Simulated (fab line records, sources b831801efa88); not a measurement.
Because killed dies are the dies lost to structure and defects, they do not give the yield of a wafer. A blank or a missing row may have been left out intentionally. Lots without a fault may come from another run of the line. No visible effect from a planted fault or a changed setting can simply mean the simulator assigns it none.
Which of the tools did it? | flow gf180mcu | 11 lots, 33 wafers sampled, at 2 steps of a route of 602

## WHAT THE GAUGES SHOWED, per wafer
GF_CONTACT_THK_MEAS_03.
lot  | measured     | on            | CONTACT_CVD_02_THK (nm)
L157 | day 15 12:19 | film metro-03 | 861 870 890
L158 | day 16 03:05 | film metro-02 | 859 863 854
L162 | day 17 10:58 | film metro-02 | 871 859 856
L165 | day 18 11:32 | film metro-02 | 541 865 847
L167 | day 19 05:52 | film metro-04 | 853 866 854
L168 | day 19 16:34 | film metro-03 | 850 869 875
L173 | day 21 07:23 | film metro-02 | 832 826 870
L174 | day 21 18:17 | film metro-03 | 858 859 877
L175 | day 22 00:35 | film metro-03 | 851 865 854
L176 | day 22 09:28 | film metro-03 | 847 851 866
L177 | day 22 16:40 | film metro-02 | 841 859 854

## EACH LOT AND THE TOOL THAT RAN IT (in order: tool; ch and the chambers of the sampled wafers; start)
lot  | GF_CONTACT_CVD_02
L157 | pecvd-03 ch 0,1,2, day 15 12:14
L158 | pecvd-02 ch 1,2, day 16 02:59
L162 | pecvd-02 ch 0,1,2, day 17 10:53
L165 | pecvd-03 ch 0,1, day 18 11:26
L167 | pecvd-04 ch 0,1,2, day 19 05:47
L168 | pecvd-02 ch 0,1,2, day 19 16:30
L173 | pecvd-04 ch 1,2, day 21 07:18
L174 | pecvd-03 ch 1,2, day 21 18:13
L175 | pecvd-04 ch 0,1, day 22 00:31
L176 | pecvd-04 ch 0,2, day 22 09:24
L177 | pecvd-03 ch 0,2, day 22 16:36
- GF_CONTACT_CVD_02: deposits SiO2 from TEOS, target thk 860 nm, time 95.992 s.

## THE ANSWER, worked out from the rows above alone
Rule: usual is defined by the lots themselves. The widest of any qualifying gaps counts: lots, ordered by their means at a reading, are off when they make up no more than a third of the lots, leave a main group of 4 or more, and stand apart from it by 3 or more times the standard deviation of that group's means. A main group whose means are all the same, to the digits that the tables above print for the reading, isn't used. A lot without any number at a reading at which 4 lots or more have one is off too. The other lots that the step has rows for count as sound.
Off: L165, at GF_CONTACT_THK_MEAS_03 (CONTACT_CVD_02_THK). The main group has a mean of 859 nm with a standard deviation of 8.
A tool fits if, at a process step before that reading, it ran every lot that is off, and no sound lot after the first of them. Gauges at GF_CONTACT_THK_MEAS_03: tried the same way as those tools. None of those tried fits.

## WHAT WAS PUT IN BY THE SIMULATOR
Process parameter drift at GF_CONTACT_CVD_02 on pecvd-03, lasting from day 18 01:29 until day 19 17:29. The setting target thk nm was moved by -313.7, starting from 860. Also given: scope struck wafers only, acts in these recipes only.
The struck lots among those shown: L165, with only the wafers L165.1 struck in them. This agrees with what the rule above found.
